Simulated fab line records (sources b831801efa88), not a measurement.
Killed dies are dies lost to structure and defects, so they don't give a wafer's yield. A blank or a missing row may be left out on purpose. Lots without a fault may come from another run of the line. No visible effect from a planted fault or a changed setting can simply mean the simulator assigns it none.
Matching of chambers ; flow sky130 ; SKY_VIA3_CMP_02 on cmp-02 has 4 sister chambers
The step polishes SiO2. 4 wafers are shown with their chamber, then 8 later ones without.

WAFERS WITH THEIR CHAMBER
wafer;chamber;motor-current-A (A)
L803.1;3;11.7
L803.4;2;13.7
L803.6;1;12.5
L809.1;0;12.1

WAFERS WITH NO CHAMBER GIVEN
wafer;motor-current-A (A)
L809.4;11.5
L809.5;13.0
L810.2;12.6
L810.4;13.6
L810.5;12.0
L813.4;13.7
L813.5;13.5
L813.6;11.8

CHAMBER TAKEN BY EACH
wafer;from the rows above;in truth
L809.4;can't be placed: 3 or 0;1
L809.5;can't be placed: 1 or 2 or 0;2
L810.2;can't be placed: 1 or 0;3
L810.4;2;2
L810.5;can't be placed: 0 or 3 or 1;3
L813.4;2;2
L813.5;2;2
L813.6;can't be placed: 3 or 0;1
Placed correctly: 3 of 8. Cannot be placed on the basis of these rows: 5; the candidates contain the true chamber in 2. 0 placed wrongly.
How it was worked out, from the rows above alone: a wafer's distance from a chamber is the root of the sum, over the readings, of the square of ((its reading less the chamber's mean) divided by the reading's scatter). The wafer belongs to the nearest chamber; if the next one is less than 2 further off, it can't be placed. For every chamber, the mean is computed from those of its wafers that are shown. The scatter: with one shown wafer a chamber, the root of the mean of the squares of how far each hidden wafer lies from its nearest shown one.
